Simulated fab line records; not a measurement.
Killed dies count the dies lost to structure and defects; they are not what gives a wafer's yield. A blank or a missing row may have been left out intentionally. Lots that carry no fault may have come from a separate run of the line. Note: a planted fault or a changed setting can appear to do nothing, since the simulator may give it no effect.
8D (eight disciplines) problem report, filled in by code    flow sky130    the parts of the form that need people (team, actions taken, sign-off) are left out

1. THE PROBLEM
METAL1_ALCU_THK at SKY_METAL1_THK_MEAS_06 reads a mean of 235.6 nm on 1 wafer of 1 lot; wafers without a fault read 247.3 nm with a standard deviation of 2.8. That is -4.2 standard deviations from the usual mean.
The step: measures by xrf.
First seen on wafer L487.3, day 34 06:01, on filmMetro-04. The record has a number at this step for 32 wafers belonging to 11 lots. Rule for "out", or "out of limits": more than 4 standard deviations from the usual mean. All remaining wafers that have a number are taken as sound.

2. WHAT IT IS, WHAT IT ISN'T
question                     is                 is not
which readings at this step  METAL1_ALCU_THK    -
which lots                   L487               L479, L492, L493, L494, L496, L497, L498, L499, L500, L501
which wafers of those lots   L487.3             L487.1
read on which gauges         filmMetro-04       filmMetro-01, filmMetro-02
when                         from day 34 06:01  up to then (4 sound wafers); but 27 sound wafers of L492, L493, L494, L496, L497, L498, L499, L500, L501 came after

3. SUSPECTS, AND WHAT RULES EACH OUT
Counting: if a tool at a process step up to the reading ran every lot that is out, it stays a suspect. Sound lots after the first of them don't rule it out here, since some wafers of a struck lot are sound.
- the gauge at SKY_METAL1_THK_MEAS_06: kept. All the wafers that are out were read on filmMetro-04, and no step on other tools shows them out.
- plasmaAsher-02 at SKY_LDD_HVN_STRIP_09 (strips in O2/N2): kept. It ran the lot that is out, L487 (day 23 06:56).
- pvdSputter-04 at SKY_METAL1_SPUTTER_04 (material TiN, target thk 70 nm, time 58.3 s): kept. It ran the lot that is out, L487 (day 34 05:50); its last sound lot up to then is L479 (day 31 14:20).
- Within plasmaAsher-02 at SKY_LDD_HVN_STRIP_09: the wafers that are out ran in chamber 0; their sound lot-mates ran in chamber 1.
After the count, these remain: plasmaAsher-02 at SKY_LDD_HVN_STRIP_09, pvdSputter-04 at SKY_METAL1_SPUTTER_04 and filmMetro-04 at SKY_METAL1_THK_MEAS_06.

4. THE CAUSE (what the simulator had put in)
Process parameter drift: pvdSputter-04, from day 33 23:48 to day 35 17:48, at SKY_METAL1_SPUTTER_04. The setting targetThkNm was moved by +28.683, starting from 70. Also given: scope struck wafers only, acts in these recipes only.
This tool is one of the 3 suspects left after counting.

5. THE CHAIN OF EFFECTS, in route order
Each row: a reading where the mean over the struck wafers with a number is more than 3 standard deviations away from the usual. Only readings whose record carries a usual standard deviation are examined. hours: median over the lots of the time between each lot's start at the first step of this table that gives one and its start at this step. sigmas: the change, counted in usual standard deviations.
hours  step                    reading          usual     on struck wafers  change  sigmas
0      SKY_METAL1_THK_MEAS_06  METAL1_ALCU_THK  247.3 nm  235.6             -11.7   -4.2
332    SKY_PAD_OPEN_PROBE_99   killedAtOther    0.2       2.0               +1.8    +3.5
It contains these process steps:
- SKY_PAD_OPEN_PROBE_99

6. HOW IT WOULD HAVE BEEN CAUGHT EARLIER
Counted from the fault's start at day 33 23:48, it took 6 hours until the first out-of-limits reading at a measuring or inspecting step in this record, taken at day 34 06:01.
An alarm limit of 4 standard deviations would not have fired on the tool readings at SKY_METAL1_SPUTTER_04 for which the record gives a usual standard deviation, since none of them was out on any struck wafer.
All the lots that are out (1) had begun SKY_METAL1_SPUTTER_04 on pvdSputter-04 by day 34 06:01. None of them would have been spared by holding the tool at that moment.
